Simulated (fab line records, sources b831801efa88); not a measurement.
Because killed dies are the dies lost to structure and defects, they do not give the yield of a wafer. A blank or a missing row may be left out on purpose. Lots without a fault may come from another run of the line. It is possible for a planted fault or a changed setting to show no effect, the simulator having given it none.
fab line records ; flow sky130 ; part 1 of 2: steps 1 to 26 of 36
record: lots: 5; wafers: 15; lastDay: 50
route steps=708 shown CAPM@548 METAL3@555 VIA3@573
lots with no fault: from the same line, run without faults
startH: hours from the record's first day to the start of the lot's first wafer shown ; waitH: time in hours since the lot's previous step ; " unchanged from the row above ; L1.1+2: several wafers, shown together as one row ; - no value present, or no start provided ; * or withheld: withheld ; < > ~ a bound
route shown NAME@n: a module of which the file shows steps, and the number in the route of the first ; usual: the fault-free wafers' mean and standard deviation ; same: alike in all rows ; chamber/n: place in a boat ; sites: each site's reading ; _std_site: the values' standard deviation ; _edge_site: mean of outer sites minus mean of inner sites ; radiusMm: how far each site lies from the wafer's centre ; mask NAME#n: copy n ; behind: the last tool/chamber to shape the wafer ; hold: the reason the lot was held/the length of the hold in hours/how it ended ; device: the transistor (n, p or np) that didn't switch ; end of line: tests of these same wafers at the route's end ; a step without rows: its recipe alone ; killed: not the wafer's yield, but the dies lost to structure and defects at the first sort ; map: per-die view of a wafer (x killed, . not killed, _ where there is no die)
set.NAME: the setting that was run; set.NAME@STEP: the one run at that earlier step ; model.NAME: the simulator's own value behind a step, which no gauge read
a table for each step, a row for each wafer; lots at some steps of the route
services: from which hour (startH, from the record's first day; less than 0 if before it) a tool's chamber was out of use, for how many hours, and why
== steps ==
step: SKY_CAPM_DEVELOP_11
recipe: resist: NOVOLAK; developer: TMAH; developTimeS: 60; devTempC: 23
usual: resistLineTempC: 23.00/0.11
lot.wafer;tool;chamber;startH;waitH;resistLineTempC
L075.3;lithoTrack-01;0;877.96;0.1;23.04
L075.4;lithoTrack-01;0;877.96;0.1;23.21
L075.6;lithoTrack-01;0;877.96;0.1;23.07
L081.1;lithoTrack-01;0;918.81;0.1;22.99
L081.3;lithoTrack-01;0;918.81;0.1;23.12
L081.4;lithoTrack-01;0;918.81;0.1;23.06
L085.2;lithoTrack-01;0;944.24;0.1;23.03
L085.4;lithoTrack-01;0;944.24;0.1;23.21
L085.6;lithoTrack-01;0;944.24;0.1;23.10
L095.1;lithoTrack-03;0;1018.75;0.1;23.09
L095.4;lithoTrack-03;0;1018.75;0.1;23.00
L095.6;lithoTrack-03;0;1018.75;0.1;22.98
L097.1;lithoTrack-03;0;1028.80;0.1;23.02
L097.3;lithoTrack-03;0;1028.80;0.1;22.90
L097.4;lithoTrack-03;0;1028.80;0.1;22.96
step: SKY_CAPM_OVL_MEAS_12
usual: CAPM_OVL: -0.6/1.5
lot.wafer;tool;chamber;startH;waitH;CAPM_OVL[nm]
L075.3;overlay-01;-;878.07;0.1;-0.6
L075.4;overlay-01;-;878.07;0.1;-2.1
L075.6;overlay-01;-;878.07;0.1;-0.9
L081.1;overlay-02;-;918.96;0.1;-1.8
L081.3;overlay-02;-;918.96;0.1;-3.6
L081.4;overlay-02;-;918.96;0.1;-2.7
L085.2;overlay-01;-;944.37;0.1;-1.5
L085.4;overlay-01;-;944.37;0.1;-0.1
L085.6;overlay-01;-;944.37;0.1;-0.8
L095.1;overlay-01;-;1018.90;0.1;-2.2
L095.4;overlay-01;-;1018.90;0.1;-2.7
L095.6;overlay-01;-;1018.90;0.1;-0.5
L097.1;overlay-02;-;1028.95;0.1;-1.5
L097.3;overlay-02;-;1028.95;0.1;-0.4
L097.4;overlay-02;-;1028.95;0.1;-1.5
step: SKY_CAPM_METAL_ETCH_13
recipe: targetDepthNm: 220; stopOn: SiO2; chemistry: Cl2/BCl3; target: TiN; pressureMtorr: 10; icpW: 900; biasW: 48.5; Cl2_flow_sccm: 60; bcl3FlowSccm: 30; timeS: 62.9
usual: drypumpMotorCurrentA: 5.9/0.43; oesProductAu: 0.939/0.0081; throttleValvePct: 21.903/0.01
lot.wafer;tool;chamber;startH;waitH;drypumpMotorCurrentA;oesProductAu;rfHoursCounterH;throttleValvePct
L075.3;rieMetal-01;0;878.12;0.0;6.3;0.941;-;21.887
L075.4;rieMetal-01;1;878.12;0.0;5.0;0.942;-;21.913
L075.6;rieMetal-01;0;878.12;0.0;6.3;0.935;-;21.899
L081.1;rieMetal-04;0;919.00;0.0;5.7;0.950;1;21.895
L081.3;rieMetal-04;0;919.00;0.0;5.7;0.950;-;21.900
L081.4;rieMetal-04;1;919.00;0.0;6.0;0.937;-;21.918
L085.2;rieMetal-01;0;944.42;0.0;6.3;0.940;-;21.896
L085.4;rieMetal-01;0;944.42;0.0;6.3;0.956;-;21.898
L085.6;rieMetal-01;0;944.42;0.0;6.3;0.946;-;21.881
L095.1;rieMetal-01;1;1018.94;0.0;5.0;0.943;6;21.906
L095.4;rieMetal-01;1;1018.94;0.0;5.0;0.938;-;21.908
L095.6;rieMetal-01;0;1018.94;0.0;6.3;0.930;-;21.904
L097.1;rieMetal-04;0;1028.99;0.0;5.7;0.953;7;21.902
L097.3;rieMetal-04;1;1028.99;0.0;6.0;0.936;-;21.912
L097.4;rieMetal-04;0;1028.99;0.0;5.7;0.963;-;21.886
step: SKY_CAPM_STRIP_14
recipe: chemistry: O2/N2; powerW: 1400; pressureMtorr: 1500; platenTempC: withheld; o2FlowSccm: 3000; n2FlowSccm: 300; overashFraction: 0.5
usual: drypumpMotorCurrentA: 5.55/0.18; oesProductAu: 0.710/0.0049; stripTimeToEndpointS: 12.65/0.053
same: overashFraction: 0.5
lot.wafer;tool;chamber;startH;waitH;drypumpMotorCurrentA;oesProductAu;rfHoursCounterH;stripTimeToEndpointS
L075.3;plasmaAsher-02;1;878.21;0.1;5.54;0.711;-;12.68
L075.4;plasmaAsher-02;0;878.21;0.1;5.86;0.717;-;12.72
L075.6;plasmaAsher-02;1;878.21;0.1;5.56;0.714;-;12.72
L081.1;plasmaAsher-01;1;919.10;0.1;5.32;0.710;46;12.74
L081.3;plasmaAsher-01;1;919.10;0.1;5.30;0.712;-;12.71
L081.4;plasmaAsher-01;0;919.10;0.1;5.26;0.709;-;12.70
L085.2;plasmaAsher-04;0;944.55;0.1;5.60;0.703;82;12.56
L085.4;plasmaAsher-04;1;944.55;0.1;5.43;0.701;-;12.59
L085.6;plasmaAsher-04;0;944.55;0.1;5.57;0.711;-;12.62
L095.1;plasmaAsher-04;1;1019.02;0.1;5.41;0.714;89;12.72
L095.4;plasmaAsher-04;0;1019.02;0.1;5.64;0.711;-;12.65
L095.6;plasmaAsher-04;1;1019.02;0.1;5.41;0.718;-;12.65
L097.1;plasmaAsher-02;0;1029.07;0.1;5.81;0.697;121;12.67
L097.3;plasmaAsher-02;0;1029.07;0.1;5.82;0.709;-;12.63
L097.4;plasmaAsher-02;1;1029.07;0.1;5.55;0.710;-;12.65
step: SKY_CAPM_STRIP_15
recipe: chemistry: postEtchResidueRemover; timeS: 1200; tempC: 72.5
lot.wafer;tool;chamber;startH;waitH
L075.3+4+6;wetBench-03;3;878.27;0.0
L081.1+3+4;wetBench-04;1;919.20;0.1
L085.2+4+6;wetBench-01;0;944.65;0.1
L095.1+4+6;wetBench-04;0;1019.12;0.1
L097.1+3+4;wetBench-04;2;1029.17;0.1
step: SKY_CAPM_CLEAN_16
recipe: chemistry: IPA; timeS: 180; tempC: 25
lot.wafer;tool;chamber;startH;waitH
L075.3+4+6;wetBench-01;3;878.62;0.0
L081.1+3+4;wetBench-01;0;919.54;0.0
L085.2+4+6;wetBench-03;0;945.06;0.0
L095.1+4+6;wetBench-04;0;1019.49;0.0
L097.1+3+4;wetBench-01;1;1029.51;0.0
step: SKY_CAPM_CLEAN_17
recipe: chemistry: O3/DIW; dry: n2Spin
lot.wafer;tool;chamber;startH;waitH
L075.3+4+6;wetBench-04;2;878.67;0.0
L081.1+3+4;wetBench-03;0;919.61;0.0
L085.2+4+6;wetBench-04;3;945.12;0.0
L095.1+4+6;wetBench-03;2;1019.55;0.0
L097.1+3+4;wetBench-03;2;1029.57;0.0
step: SKY_METAL3_DEHYDRATE_05
recipe: tempC: 200; timeS: 60
usual: resistLineTempC: 22.99/0.086
lot.wafer;tool;chamber;startH;waitH;resistLineTempC
L075.3;lithoTrack-04;0;889.70;10.9;22.92
L075.4;lithoTrack-04;0;889.70;10.9;23.05
L075.6;lithoTrack-04;0;889.70;10.9;23.12
L081.1;lithoTrack-04;0;930.60;10.9;23.05
L081.3;lithoTrack-04;0;930.60;10.9;22.94
L081.4;lithoTrack-04;0;930.60;10.9;22.85
L085.2;lithoTrack-01;0;955.94;10.7;23.15
L085.4;lithoTrack-01;0;955.94;10.7;23.09
L085.6;lithoTrack-01;0;955.94;10.7;22.83
L095.1;lithoTrack-01;0;1028.96;9.3;22.86
L095.4;lithoTrack-01;0;1028.96;9.3;22.89
L095.6;lithoTrack-01;0;1028.96;9.3;22.97
L097.1;lithoTrack-04;0;1040.95;11.3;23.08
L097.3;lithoTrack-04;0;1040.95;11.3;23.00
L097.4;lithoTrack-04;0;1040.95;11.3;23.06
step: SKY_METAL3_HMDS_06
recipe: primeTimeS: 60; primeTempC: 120
usual: resistLineTempC: 23.00/0.12
lot.wafer;tool;chamber;startH;waitH;resistLineTempC
L075.3;lithoTrack-04;0;889.85;0.1;22.78
L075.4;lithoTrack-04;0;889.85;0.1;22.89
L075.6;lithoTrack-04;0;889.85;0.1;22.90
L081.1;lithoTrack-04;0;930.75;0.1;22.91
L081.3;lithoTrack-04;0;930.75;0.1;23.10
L081.4;lithoTrack-04;0;930.75;0.1;23.05
L085.2;lithoTrack-01;0;956.09;0.1;23.03
L085.4;lithoTrack-01;0;956.09;0.1;23.16
L085.6;lithoTrack-01;0;956.09;0.1;23.19
L095.1;lithoTrack-01;0;1029.11;0.1;23.10
L095.4;lithoTrack-01;0;1029.11;0.1;23.27
L095.6;lithoTrack-01;0;1029.11;0.1;23.12
L097.1;lithoTrack-04;0;1041.10;0.1;23.04
L097.3;lithoTrack-04;0;1041.10;0.1;23.02
L097.4;lithoTrack-04;0;1041.10;0.1;23.02
step: SKY_METAL3_COAT_07
recipe: resist: BARC; tempC: withheld; timeS: withheld; spinRpm: 3000; resistThkNm: 60
usual: resistLineTempC: *
lot.wafer;tool;chamber;startH;waitH;resistLineTempC
L075.3;lithoTrack-04;0;890.00;0.1;*
L075.4;lithoTrack-04;0;890.00;0.1;*
L075.6;lithoTrack-04;0;890.00;0.1;*
L081.1;lithoTrack-04;0;930.90;0.1;*
L081.3;lithoTrack-04;0;930.90;0.1;*
L081.4;lithoTrack-04;0;930.90;0.1;*
L085.2;lithoTrack-01;0;956.24;0.1;*
L085.4;lithoTrack-01;0;956.24;0.1;*
L085.6;lithoTrack-01;0;956.24;0.1;*
L095.1;lithoTrack-01;0;1029.26;0.1;*
L095.4;lithoTrack-01;0;1029.26;0.1;*
L095.6;lithoTrack-01;0;1029.26;0.1;*
L097.1;lithoTrack-04;0;1041.25;0.1;*
L097.3;lithoTrack-04;0;1041.25;0.1;*
L097.4;lithoTrack-04;0;1041.25;0.1;*
step: SKY_METAL3_COAT_08
recipe: resist: KrF-thick; spinRpm: 3000; resistThkNm: 1140
usual: resistLineTempC: 22.98/0.098
lot.wafer;tool;chamber;startH;waitH;resistLineTempC
L075.3;lithoTrack-04;0;-;-;22.88
L075.4;lithoTrack-04;0;-;-;22.93
L075.6;lithoTrack-04;0;-;-;22.92
L081.1;lithoTrack-04;0;-;-;23.03
L081.3;lithoTrack-04;0;-;-;22.89
L081.4;lithoTrack-04;0;-;-;23.18
L085.2;lithoTrack-01;0;-;-;22.86
L085.4;lithoTrack-01;0;-;-;22.95
L085.6;lithoTrack-01;0;-;-;22.89
L095.1;lithoTrack-01;0;-;-;23.07
L095.4;lithoTrack-01;0;-;-;22.92
L095.6;lithoTrack-01;0;-;-;23.02
L097.1;lithoTrack-04;0;-;-;22.97
L097.3;lithoTrack-04;0;-;-;22.95
L097.4;lithoTrack-04;0;-;-;22.92
step: SKY_METAL3_SOFTBAKE_09
recipe: tempC: 100; timeS: 90; resist: KrF-thick
usual: resistLineTempC: 23.02/0.098
lot.wafer;tool;chamber;startH;waitH;resistLineTempC
L075.3;lithoTrack-04;0;-;-;23.09
L075.4;lithoTrack-04;0;-;-;22.94
L075.6;lithoTrack-04;0;-;-;22.85
L081.1;lithoTrack-04;0;-;-;23.10
L081.3;lithoTrack-04;0;-;-;23.03
L081.4;lithoTrack-04;0;-;-;23.10
L085.2;lithoTrack-01;0;-;-;23.00
L085.4;lithoTrack-01;0;-;-;22.97
L085.6;lithoTrack-01;0;-;-;22.90
L095.1;lithoTrack-01;0;-;-;23.01
L095.4;lithoTrack-01;0;-;-;23.06
L095.6;lithoTrack-01;0;-;-;22.95
L097.1;lithoTrack-04;0;-;-;22.98
L097.3;lithoTrack-04;0;-;-;23.04
L097.4;lithoTrack-04;0;-;-;23.04
step: SKY_METAL3_EXPOSE_10
recipe: maskId: MM3; na: 0.68; sourceShape: annular; sigmaInner: 0.4; sigmaOuter: 0.8; targetCdNm: 300; doseMj: 28
usual: reticleTempC: 22.98/0.1
lot.wafer;tool;chamber;startH;waitH;mask;reticleTempC
L075.3;krfScanner-01;0;-;-;MM3#0;23.02
L075.4;krfScanner-01;0;-;-;MM3#0;23.11
L075.6;krfScanner-01;0;-;-;MM3#0;22.98
L081.1;krfScanner-02;0;-;-;MM3#0;23.02
L081.3;krfScanner-02;0;-;-;MM3#0;23.06
L081.4;krfScanner-02;0;-;-;MM3#0;22.97
L085.2;krfScanner-01;0;-;-;MM3#0;22.94
L085.4;krfScanner-01;0;-;-;MM3#0;22.96
L085.6;krfScanner-01;0;-;-;MM3#0;23.00
L095.1;krfScanner-02;0;-;-;MM3#0;22.82
L095.4;krfScanner-02;0;-;-;MM3#0;22.74
L095.6;krfScanner-02;0;-;-;MM3#0;22.97
L097.1;krfScanner-02;0;-;-;MM3#0;23.12
L097.3;krfScanner-02;0;-;-;MM3#0;22.92
L097.4;krfScanner-02;0;-;-;MM3#0;22.79
step: SKY_METAL3_PEB_11
recipe: pebTempC: withheld; pebTimeS: withheld; resist: KrF-thick
usual: resistLineTempC: *
lot.wafer;tool;chamber;startH;waitH;resistLineTempC
L075.3;lithoTrack-02;0;-;-;*
L075.4;lithoTrack-02;0;-;-;*
L075.6;lithoTrack-02;0;-;-;*
L081.1;lithoTrack-02;0;-;-;*
L081.3;lithoTrack-02;0;-;-;*
L081.4;lithoTrack-02;0;-;-;*
L085.2;lithoTrack-01;0;-;-;*
L085.4;lithoTrack-01;0;-;-;*
L085.6;lithoTrack-01;0;-;-;*
L095.1;lithoTrack-02;0;-;-;*
L095.4;lithoTrack-02;0;-;-;*
L095.6;lithoTrack-02;0;-;-;*
L097.1;lithoTrack-01;0;-;-;*
L097.3;lithoTrack-01;0;-;-;*
L097.4;lithoTrack-01;0;-;-;*
step: SKY_METAL3_DEVELOP_12
recipe: developTimeS: 60; resist: KrF-thick; devTempC: 21
usual: resistLineTempC: 23.00/0.1
lot.wafer;tool;chamber;startH;waitH;resistLineTempC
L075.3;lithoTrack-02;0;-;-;22.95
L075.4;lithoTrack-02;0;-;-;23.01
L075.6;lithoTrack-02;0;-;-;22.99
L081.1;lithoTrack-02;0;-;-;23.04
L081.3;lithoTrack-02;0;-;-;23.00
L081.4;lithoTrack-02;0;-;-;23.10
L085.2;lithoTrack-01;0;-;-;23.00
L085.4;lithoTrack-01;0;-;-;22.92
L085.6;lithoTrack-01;0;-;-;23.18
L095.1;lithoTrack-02;0;-;-;22.88
L095.4;lithoTrack-02;0;-;-;22.78
L095.6;lithoTrack-02;0;-;-;22.83
L097.1;lithoTrack-01;0;-;-;23.13
L097.3;lithoTrack-01;0;-;-;23.01
L097.4;lithoTrack-01;0;-;-;23.00
step: SKY_METAL3_CD_MEAS_13
recipe: targetCdNm: 300
usual: cdNm: 299.6/1.7
lot.wafer;tool;chamber;startH;waitH;cdNm
L075.3;cdSem-02;-;900.15;-;298.9
L075.4;cdSem-02;-;900.15;-;300.6
L075.6;cdSem-02;-;900.15;-;300.0
L081.1;cdSem-02;-;943.53;-;299.4
L081.3;cdSem-02;-;943.53;-;299.3
L081.4;cdSem-02;-;943.53;-;299.2
L085.2;cdSem-01;-;968.78;-;300.9
L085.4;cdSem-01;-;968.78;-;300.8
L085.6;cdSem-01;-;968.78;-;300.6
L095.1;cdSem-02;-;1041.62;-;299.2
L095.4;cdSem-02;-;1041.62;-;300.5
L095.6;cdSem-02;-;1041.62;-;300.3
L097.1;cdSem-01;-;1051.36;-;298.4
L097.3;cdSem-01;-;1051.36;-;298.9
L097.4;cdSem-01;-;1051.36;-;299.0
step: SKY_METAL3_OVL_MEAS_14
usual: METAL3_OVL: 4/5.9
lot.wafer;tool;chamber;startH;waitH;METAL3_OVL[nm]
L075.3;overlay-02;-;900.25;0.1;-3
L075.4;overlay-02;-;900.25;0.1;-4
L075.6;overlay-02;-;900.25;0.1;-3
L081.1;overlay-01;-;943.65;0.1;10
L081.3;overlay-01;-;943.65;0.1;7
L081.4;overlay-01;-;943.65;0.1;15
L085.2;overlay-01;-;968.89;0.1;8
L085.4;overlay-01;-;968.89;0.1;7
L085.6;overlay-01;-;968.89;0.1;12
L095.1;overlay-01;-;1041.74;0.1;6
L095.4;overlay-01;-;1041.74;0.1;3
L095.6;overlay-01;-;1041.74;0.1;3
L097.1;overlay-02;-;1051.48;0.1;3
L097.3;overlay-02;-;1051.48;0.1;1
L097.4;overlay-02;-;1051.48;0.1;-4
step: SKY_METAL3_DESCUM_15
recipe: chemistry: O2; sourcePowerW: 150; biasPowerW: 0; pressureMtorr: 10; tempC: 40; timeS: 8
usual: drypumpMotorCurrentA: 5.8/0.39; oesProductAu: 1.007/0.011
lot.wafer;tool;chamber;startH;waitH;drypumpMotorCurrentA;oesProductAu;rfHoursCounterH
L075.3;rieMetal-01;0;900.29;0.0;6.3;1.014;-
L075.4;rieMetal-01;0;900.29;0.0;6.3;1.012;-
L075.6;rieMetal-01;0;900.29;0.0;6.3;1.014;-
L081.1;rieMetal-04;1;943.69;0.0;6.0;1.020;11
L081.3;rieMetal-04;1;943.69;0.0;6.0;1.012;-
L081.4;rieMetal-04;0;943.69;0.0;5.7;1.004;-
L085.2;rieMetal-01;1;968.92;0.0;5.0;1.011;3
L085.4;rieMetal-01;0;968.92;0.0;6.3;1.021;-
L085.6;rieMetal-01;1;968.92;0.0;5.0;1.016;-
L095.1;rieMetal-02;1;1041.77;0.0;5.7;0.986;12
L095.4;rieMetal-02;1;1041.77;0.0;5.7;1.007;-
L095.6;rieMetal-02;1;1041.77;0.0;5.6;0.996;-
L097.1;rieMetal-01;1;1051.52;0.0;5.0;0.993;8
L097.3;rieMetal-01;1;1051.52;0.0;5.0;0.986;-
L097.4;rieMetal-01;0;1051.52;0.0;6.3;1.020;-
step: SKY_METAL3_ETCH_16
recipe: chemistry: N2/H2; target: BARC; ionEnergyEv: 200; biasW: 100; pressureMtorr: 30; n2FlowSccm: 100; h2FlowSccm: 200; icpW: 500; stopOn: SiO2; timeS: 88.2; targetDepthA: 600
usual: drypumpMotorCurrentA: 5.8/0.39; oesProductAu: 0.625/0.0047; throttleValvePct: 13.205/0.0093
lot.wafer;tool;chamber;startH;waitH;drypumpMotorCurrentA;oesProductAu;rfHoursCounterH;throttleValvePct
L075.3;rieMetal-01;0;900.40;0.1;6.4;0.627;-;13.217
L075.4;rieMetal-01;0;900.40;0.1;6.3;0.625;-;13.201
L075.6;rieMetal-01;0;900.40;0.1;6.3;0.636;-;13.204
L081.1;rieMetal-04;1;943.72;0.0;6.0;0.628;11;13.206
L081.3;rieMetal-04;1;943.72;0.0;6.0;0.617;-;13.205
L081.4;rieMetal-04;0;943.72;0.0;5.7;0.623;-;13.193
L085.2;rieMetal-01;1;968.95;0.0;5.0;0.630;3;13.209
L085.4;rieMetal-01;0;968.95;0.0;6.3;0.626;-;13.200
L085.6;rieMetal-01;1;968.95;0.0;5.0;0.630;-;13.224
L095.1;rieMetal-02;1;1041.83;0.1;5.7;0.635;13;13.197
L095.4;rieMetal-02;1;1041.83;0.1;5.6;0.623;-;13.215
L095.6;rieMetal-02;1;1041.83;0.1;5.7;0.634;-;13.200
L097.1;rieMetal-01;1;1051.55;0.0;5.0;0.630;8;13.209
L097.3;rieMetal-01;1;1051.55;0.0;5.0;0.626;-;13.205
L097.4;rieMetal-01;0;1051.55;0.0;6.3;0.628;-;13.201
step: SKY_METAL3_ETCH_17
recipe: target: SiO2; stopOn: TiN; chemistry: C4F8/O2/Ar; sourceW: 1500; biasW: 1200; pressureMtorr: 40; c4f8FlowSccm: withheld; O2_flow_sccm: 6; Ar_flow_sccm: 300; timeS: 3.9; targetDepthA: 150
usual: oesProductAu: 0.751/0.0084
lot.wafer;tool;chamber;startH;waitH;oesProductAu;rfHoursCounterH
L075.3;rieDiel-02;0;900.53;0.1;0.754;6
L075.4;rieDiel-02;3;900.53;0.1;0.752;4
L075.6;rieDiel-02;3;900.53;0.1;0.750;-
L081.1;rieDiel-03;3;943.82;0.1;0.748;0
L081.3;rieDiel-03;2;943.82;0.1;0.749;9
L081.4;rieDiel-03;1;943.82;0.1;0.749;3
L085.2;rieDiel-03;0;969.05;0.1;0.741;11
L085.4;rieDiel-03;3;969.05;0.1;0.753;1
L085.6;rieDiel-03;0;969.05;0.1;0.757;-
L095.1;rieDiel-03;2;1042.03;0.2;0.751;12
L095.4;rieDiel-03;1;1042.03;0.2;0.756;5
L095.6;rieDiel-03;2;1042.03;0.2;0.747;-
L097.1;rieDiel-03;2;1051.65;0.1;0.760;13
L097.3;rieDiel-03;3;1051.65;0.1;0.757;4
L097.4;rieDiel-03;0;1051.65;0.1;0.760;14
step: SKY_METAL3_METAL_ETCH_18
recipe: targetDepthA: 8450; stopOn: SiO2; overEtchFrac: 0.3; timeS: 183.1; chemistry: Cl2/BCl3; resistSidewallDeg: 88; pressureMtorr: 10; icpW: 900; biasW: 48.5; Cl2_flow_sccm: 60; bcl3FlowSccm: 30
usual: drypumpMotorCurrentA: 5.7/0.37; oesProductAu: 0.866/0.007; throttleValvePct: 22.265/0.0092
same: overEtchFrac: 0.3
lot.wafer;tool;chamber;startH;waitH;drypumpMotorCurrentA;oesProductAu;rfHoursCounterH;throttleValvePct
L075.3;rieMetal-02;1;900.61;0.1;5.7;0.874;-;22.272
L075.4;rieMetal-02;0;900.61;0.1;5.5;0.854;-;22.265
L075.6;rieMetal-02;1;900.61;0.1;5.7;0.866;-;22.272
L081.1;rieMetal-02;1;943.84;0.0;5.7;0.864;6;22.246
L081.3;rieMetal-02;0;943.84;0.0;5.5;0.869;-;22.258
L081.4;rieMetal-02;1;943.84;0.0;5.7;0.872;-;22.260
L085.2;rieMetal-04;1;969.07;0.0;6.0;0.875;13;22.265
L085.4;rieMetal-04;0;969.07;0.0;5.7;0.866;-;22.260
L085.6;rieMetal-04;0;969.07;0.0;5.6;0.867;-;22.264
L095.1;rieMetal-01;1;1042.05;0.0;5.0;0.853;7;22.266
L095.4;rieMetal-01;1;1042.05;0.0;5.0;0.867;-;22.266
L095.6;rieMetal-01;1;1042.05;0.0;5.0;0.865;-;22.254
L097.1;rieMetal-04;1;1051.67;0.0;6.0;0.877;18;22.257
L097.3;rieMetal-04;0;1051.67;0.0;5.7;0.860;-;22.250
L097.4;rieMetal-04;1;1051.67;0.0;6.0;0.865;-;22.266
step: SKY_METAL3_STRIP_19
recipe: chemistry: O2/N2; powerW: 1400; pressureMtorr: 1500; platenTempC: withheld; o2FlowSccm: 3000; n2FlowSccm: 300; overashFraction: 0.5
usual: drypumpMotorCurrentA: 5.36/0.25; oesProductAu: 0.501/0.0057; stripTimeToEndpointS: 6.49/0.088
same: overashFraction: 0.5
lot.wafer;tool;chamber;startH;waitH;drypumpMotorCurrentA;oesProductAu;rfHoursCounterH;stripTimeToEndpointS
L075.3;plasmaAsher-03;0;900.76;0.1;4.83;0.501;-;6.49
L075.4;plasmaAsher-03;1;900.76;0.1;5.88;0.502;-;6.58
L075.6;plasmaAsher-03;1;900.76;0.1;5.86;0.490;-;6.42
L081.1;plasmaAsher-03;0;944.01;0.1;4.86;0.501;21;6.33
L081.3;plasmaAsher-03;1;944.01;0.1;5.86;0.505;-;6.56
L081.4;plasmaAsher-03;0;944.01;0.1;4.83;0.486;-;6.35
L085.2;plasmaAsher-01;1;969.24;0.1;5.28;0.502;51;6.56
L085.4;plasmaAsher-01;0;969.24;0.1;5.28;0.514;-;6.66
L085.6;plasmaAsher-01;1;969.24;0.1;5.37;0.509;-;6.64
L095.1;plasmaAsher-03;0;1042.23;0.1;4.84;0.506;30;6.61
L095.4;plasmaAsher-03;1;1042.23;0.1;5.85;0.502;-;6.61
L095.6;plasmaAsher-03;1;1042.23;0.1;5.85;0.510;-;6.61
L097.1;plasmaAsher-01;0;1051.84;0.1;5.25;0.500;59;6.40
L097.3;plasmaAsher-01;1;1051.84;0.1;5.35;0.506;-;6.51
L097.4;plasmaAsher-01;0;1051.84;0.1;5.22;0.498;-;6.36
step: SKY_METAL3_STRIP_20
recipe: chemistry: postEtchResidueRemover; timeS: 1200; tempC: 72.5
lot.wafer;tool;chamber;startH;waitH
L075.3+4+6;wetBench-03;3;900.83;0.0
L081.1+3+4;wetBench-02;2;944.11;0.1
L085.2+4+6;wetBench-01;2;969.34;0.1
L095.1+4+6;wetBench-03;3;1042.33;0.1
L097.1+3+4;wetBench-01;1;1051.94;0.1
step: SKY_METAL3_CLEAN_21
recipe: chemistry: IPA; timeS: 180; tempC: 25
lot.wafer;tool;chamber;startH;waitH
L075.3+4+6;wetBench-01;1;901.17;0.0
L081.1+3+4;wetBench-01;1;944.49;0.0
L085.2+4+6;wetBench-01;3;969.72;0.0
L095.1+4+6;wetBench-01;0;1042.67;0.0
L097.1+3+4;wetBench-02;0;1052.32;0.0
step: SKY_METAL3_CLEAN_22
recipe: chemistry: O3/DIW; dry: n2Spin
lot.wafer;tool;chamber;startH;waitH
L075.3+4+6;wetBench-02;0;901.23;0.0
L081.1+3+4;wetBench-02;3;944.56;0.0
L085.2+4+6;wetBench-01;1;969.78;0.0
L095.1+4+6;wetBench-01;2;1042.74;0.0
L097.1+3+4;wetBench-03;0;1052.37;0.0
step: SKY_VIA3_HDPCVD_00
recipe: material: SiO2; targetThkNm: 1635; sigmaOpenFrac: 0.3; timeS: 272.5; tempC: 400; sih4FlowSccm: 60; pressureMtorr: 6
lot.wafer;tool;chamber;startH;waitH
L075.3+4+6;hdpcvd-02;0,0,1;901.33;0.0
L081.1+3+4;hdpcvd-02;1,0,0;944.66;0.0
L085.2+4+6;hdpcvd-02;1,2,0;969.87;0.0
L095.1+4+6;hdpcvd-01;1,2,1;1042.85;0.0
L097.1+3+4;hdpcvd-02;2,0,1;1052.47;0.0
